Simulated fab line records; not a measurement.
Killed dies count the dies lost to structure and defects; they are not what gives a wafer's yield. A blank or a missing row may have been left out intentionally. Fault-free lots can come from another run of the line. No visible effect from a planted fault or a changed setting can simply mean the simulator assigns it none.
fab line records	flow gf180mcu	part 2 of 2: steps 24 to 32 of 32
[record] lots = 5	wafers = 15	last-day = 34
route steps=602 shown V5@561 TOP_METAL@567 PASSIVATION@587
lots untouched by any fault: they come from a run of this same line in which no faults occurred
start-h: start of the lot's first displayed wafer, in hours after the record's first day	wait-h: hours from the lot's prior step to this one	" same as the row above	L1.1+2: a single row standing in for several wafers	- no value present, or no start provided	* or withheld: withheld	< > ~ a bound
route shown NAME@n: NAME is a module with steps in the file, n the number in the route of the first one	usual: average and standard deviation across the fault-free wafers	same: alike in all rows	chamber/n: place in a boat	sites: readings site by site	_std_site: their standard deviation	_edge_site: outer sites' mean less inner sites'	radius-mm: for every site, how far away it sits from the centre of the wafer	mask NAME#n: copy n	behind: tool/chamber where the wafer was last shaped	hold: why the lot was held/for how many hours/how that ended	device: names the non-switching transistor (n, p or np)	end of line: the tests these same wafers got at the end of their route	a step with no rows: only its recipe	killed: count of dies lost to structure and defects at first sort (not the wafer's yield)	map: the dies of a wafer, with x for killed, . for not killed, _ for no die there
set.NAME: the setting the step ran with; set.NAME@STEP: the setting that earlier step ran with	model.NAME: the simulator's own value behind a step, which no gauge read
lots seen at some steps along the route; tables by step, rows by wafer
services: from which hour (start-h, from the record's first day; less than 0 if before it) a tool's chamber was out of use, for how many hours, and why
[[steps]]
[step GF_TOP_METAL_STRIP_17]
[recipe] chemistry = O2/N2	power-w = 1400	pressure-mtorr = 1500	platen-temp-c = 250	o2-flow-sccm = 3000	n2-flow-sccm = 300	overash-fraction = 0.5
[usual] drypump-motor-current-A = 5.7/0.38	heater-power-w = 333/21	oes-product-au = 0.709/0.0045	strip-time-to-endpoint-s = 12.95/0.087
lot.wafer	tool	chamber	start-h	wait-h	drypump-motor-current-A	heater-power-w	oes-product-au	rf-hours-counter-h	strip-time-to-endpoint-s
L074.1	plasma-asher-04	1	648.83	0.1	5.2	336	0.720	100	12.77
L074.3	"	0	"	"	6.0	338	0.706	-	12.83
L074.4	"	1	"	"	5.2	327	0.707	-	12.78
L080.1	plasma-asher-04	1	697.38	0.1	5.2	330	0.706	105	12.97
L080.5	"	1	"	"	5.3	312	0.716	-	12.81
L080.6	"	0	"	"	6.0	335	0.711	-	12.93
L085.1	plasma-asher-04	0	726.38	0.1	6.0	341	0.711	109	12.95
L085.2	"	1	"	"	5.2	326	0.710	109	13.00
L085.5	"	1	"	"	5.2	326	0.717	-	12.96
L086.1	plasma-asher-03	1	737.28	0.1	6.0	337	0.705	32	13.09
L086.2	"	0	"	"	4.9	329	0.713	32	13.08
L086.3	"	0	"	"	4.9	331	0.713	-	13.09
L096.4	plasma-asher-01	1	794.01	0.1	5.9	369	0.706	-	12.89
L096.5	"	1	"	"	5.9	366	0.713	-	12.87
L096.6	"	0	"	"	5.8	308	0.701	-	12.87
[step GF_TOP_METAL_STRIP_18]
[recipe] chemistry = post-etch-residue-remover	time-s = 1200	temp-c = 72.5
[usual] temp-c = 72.53/0.11
lot.wafer	tool	chamber	start-h	wait-h	temp-c
L074.1	wet-bench-03	3	648.93	0.1	72.39
L074.3	"	3	"	"	72.49
L074.4	"	3	"	"	72.45
L080.1	wet-bench-04	2	697.48	0.1	72.46
L080.5	"	2	"	"	72.53
L080.6	"	2	"	"	72.54
L085.1	wet-bench-03	0	726.48	0.1	72.84
L085.2	"	0	"	"	72.61
L085.5	"	0	"	"	72.59
L086.1	wet-bench-02	2	737.38	0.1	72.41
L086.2	"	2	"	"	72.39
L086.3	"	2	"	"	72.45
L096.4	wet-bench-03	2	794.08	0.0	72.56
L096.5	"	2	"	"	72.58
L096.6	"	2	"	"	72.43
[step GF_TOP_METAL_CLEAN_19]
[recipe] chemistry = DIW	dry = n2-spin
lot.wafer	tool	chamber	start-h	wait-h
L074.1+3+4	wet-bench-04	3	649.30	0.0
L080.1+5+6	wet-bench-02	3	697.82	0.0
L085.1+2+5	wet-bench-04	2	726.82	0.0
L086.1+2+3	wet-bench-04	0	737.72	0.0
L096.4+5+6	wet-bench-03	0	794.42	0.0
[step GF_PASSIVATION_CVD_00]
[recipe] material = SiO2	target-thk-nm = 1000	precursor = TEOS	temp-c = 400	time-s = 111.95	rf-w = 600
[usual] heater-power-w = 661/91	rf-fwd-power-W = 597.3/2
lot.wafer	tool	chamber	start-h	wait-h	heater-power-w	rf-fwd-power-W
L074.1	pecvd-02	2	649.39	0.0	564	594.3
L074.3	"	0	"	"	624	595.6
L074.4	"	1	"	"	676	597.5
L080.1	pecvd-01	0	698.01	0.0	718	598.3
L080.5	"	1	"	"	707	596.6
L080.6	"	0	"	"	768	598.8
L085.1	pecvd-02	1	726.91	0.0	684	602.2
L085.2	"	2	"	"	552	595.6
L085.5	"	2	"	"	585	597.0
L086.1	pecvd-02	0	737.82	0.0	659	598.8
L086.2	"	2	"	"	553	596.2
L086.3	"	1	"	"	718	599.5
L096.4	pecvd-02	0	794.55	0.0	654	597.0
L096.5	"	1	"	"	724	599.4
L096.6	"	2	"	"	610	598.0
[step GF_PASSIVATION_THK_MEAS_01]
[recipe] reads = SiO2_of_PASSIVATION_CVD_00
[usual] PASSIVATION_CVD_00_THK = 1000/12
lot.wafer	tool	chamber	start-h	wait-h	PASSIVATION_CVD_00_THK[nm]
L074.1	film-metro-03	-	649.47	0.0	991
L074.3	"	-	"	"	994
L074.4	"	-	"	"	1008
L080.1	film-metro-02	-	698.08	0.0	978
L080.5	"	-	"	"	1002
L080.6	"	-	"	"	997
L085.1	film-metro-02	-	726.99	0.0	997
L085.2	"	-	"	"	991
L085.5	"	-	"	"	1006
L086.1	film-metro-02	-	737.90	0.0	994
L086.2	"	-	"	"	986
L086.3	"	-	"	"	1001
L096.4	film-metro-04	-	794.62	0.0	991
L096.5	"	-	"	"	995
L096.6	"	-	"	"	988
[step GF_PASSIVATION_CVD_02]
[recipe] material = Si3N4	target-thk-nm = 700	time-s = 486.18	temp-c = 400	rf-w = 450
[usual] heater-power-w = 699/100	rf-fwd-power-W = 449.4/1.4
lot.wafer	tool	chamber	start-h	wait-h	heater-power-w	rf-fwd-power-W
L074.1	pecvd-04	0	649.53	0.1	692	449.3
L074.3	"	2	"	"	513	448.9
L074.4	"	1	"	"	713	450.4
L080.1	pecvd-04	2	698.14	0.1	528	448.1
L080.5	"	0	"	"	613	446.0
L080.6	"	1	"	"	716	449.3
L085.1	pecvd-04	2	727.05	0.1	571	449.0
L085.2	"	0	"	"	569	450.6
L085.5	"	0	"	"	628	449.5
L086.1	pecvd-04	2	737.96	0.1	631	449.6
L086.2	"	0	"	"	687	449.2
L086.3	"	1	"	"	820	451.9
L096.4	pecvd-04	2	794.79	0.2	605	450.8
L096.5	"	1	"	"	710	449.8
L096.6	"	0	"	"	688	449.2
[step GF_PASSIVATION_THK_MEAS_03]
[recipe] reads = Si3N4_of_PASSIVATION_CVD_02
[usual] PASSIVATION_CVD_02_THK = 698/9.2
lot.wafer	tool	chamber	start-h	wait-h	PASSIVATION_CVD_02_THK[nm]
L074.1	film-metro-04	-	649.82	0.1	689
L074.3	"	-	"	"	678
L074.4	"	-	"	"	693
L080.1	film-metro-03	-	698.43	0.1	692
L080.5	"	-	"	"	700
L080.6	"	-	"	"	702
L085.1	film-metro-03	-	727.34	0.1	679
L085.2	"	-	"	"	682
L085.5	"	-	"	"	687
L086.1	film-metro-03	-	738.24	0.1	687
L086.2	"	-	"	"	680
L086.3	"	-	"	"	687
L096.4	film-metro-04	-	794.97	0.0	700
L096.5	"	-	"	"	712
L096.6	"	-	"	"	704
[step GF_PASSIVATION_DEHYDRATE_04]
[recipe] temp-c = 200	time-s = 60
[usual] exhaust-pa = 45.0/0.95	resist-line-temp-C = 23.01/0.1
lot.wafer	tool	chamber	start-h	wait-h	exhaust-pa	resist-line-temp-C
L074.1	litho-track-01	0	659.51	9.7	45.3	23.12
L074.3	"	0	"	"	45.1	22.97
L074.4	"	0	"	"	44.1	23.07
L080.1	litho-track-02	0	706.13	7.7	43.5	23.18
L080.5	"	0	"	"	43.0	23.05
L080.6	"	0	"	"	43.8	23.21
L085.1	litho-track-01	0	735.86	8.5	43.6	23.11
L085.2	"	0	"	"	43.9	22.96
L085.5	"	0	"	"	44.5	22.94
L086.1	litho-track-04	0	746.13	7.9	45.5	23.01
L086.2	"	0	"	"	44.7	23.24
L086.3	"	0	"	"	45.9	23.16
L096.4	litho-track-02	0	801.30	6.3	44.7	22.92
L096.5	"	0	"	"	44.1	22.97
L096.6	"	0	"	"	44.5	22.99
[step GF_PASSIVATION_HMDS_05]
[recipe] prime-time-s = 60	prime-temp-c = 120
[usual] exhaust-pa = 44.9/0.86	resist-line-temp-C = 22.99/0.11
lot.wafer	tool	chamber	start-h	wait-h	exhaust-pa	resist-line-temp-C
L074.1	litho-track-01	0	659.66	0.1	44.7	23.03
L074.3	"	0	"	"	44.3	23.10
L074.4	"	0	"	"	43.2	22.95
L080.1	litho-track-02	0	706.28	0.1	43.7	22.98
L080.5	"	0	"	"	43.7	23.07
L080.6	"	0	"	"	44.7	22.96
L085.1	litho-track-01	0	736.01	0.1	43.9	23.06
L085.2	"	0	"	"	45.0	22.91
L085.5	"	0	"	"	45.1	23.20
L086.1	litho-track-04	0	746.28	0.1	44.5	23.14
L086.2	"	0	"	"	44.8	23.14
L086.3	"	0	"	"	45.1	23.10
L096.4	litho-track-02	0	801.45	0.1	45.5	23.15
L096.5	"	0	"	"	44.8	23.01
L096.6	"	0	"	"	44.2	22.89
[[services]]
tool	chamber	start-h	hours	kind
pecvd-04	1	609.74	12.6	repair
pvd-sputter-03	-	612.93	8.6	repair
pvd-sputter-03	-	613.28	2.6	repair
cmp-02	-	617.51	6.6	pm
wet-bench-02	-	617.75	42.0	pm
pecvd-02	-	628.82	14.6	pm
cmp-02	-	629.75	2.3	repair
pvd-sputter-03	-	630.12	8.2	repair
cmp-02	-	632.67	6.2	pm
pecvd-04	0	633.01	9.3	repair
cvd-w-02	-	636.48	0.7	repair
plasma-asher-04	-	649.61	1.4	repair
iline-stepper-02	-	650.08	4.4	pm
cmp-02	-	664.18	1.5	repair
iline-stepper-02	-	693.90	1.7	pm
iline-stepper-02	-	700.42	8.9	pm
cvd-w-02	1	714.16	9.1	repair
plasma-asher-04	-	733.75	9.0	pm
pvd-sputter-01	-	742.16	1.5	repair
cmp-02	-	746.41	4.0	pm
cvd-w-02	-	758.32	0.3	repair
iline-stepper-02	-	770.90	2.1	pm
cmp-02	-	779.22	0.8	repair
pecvd-02	-	799.38	14.0	pm
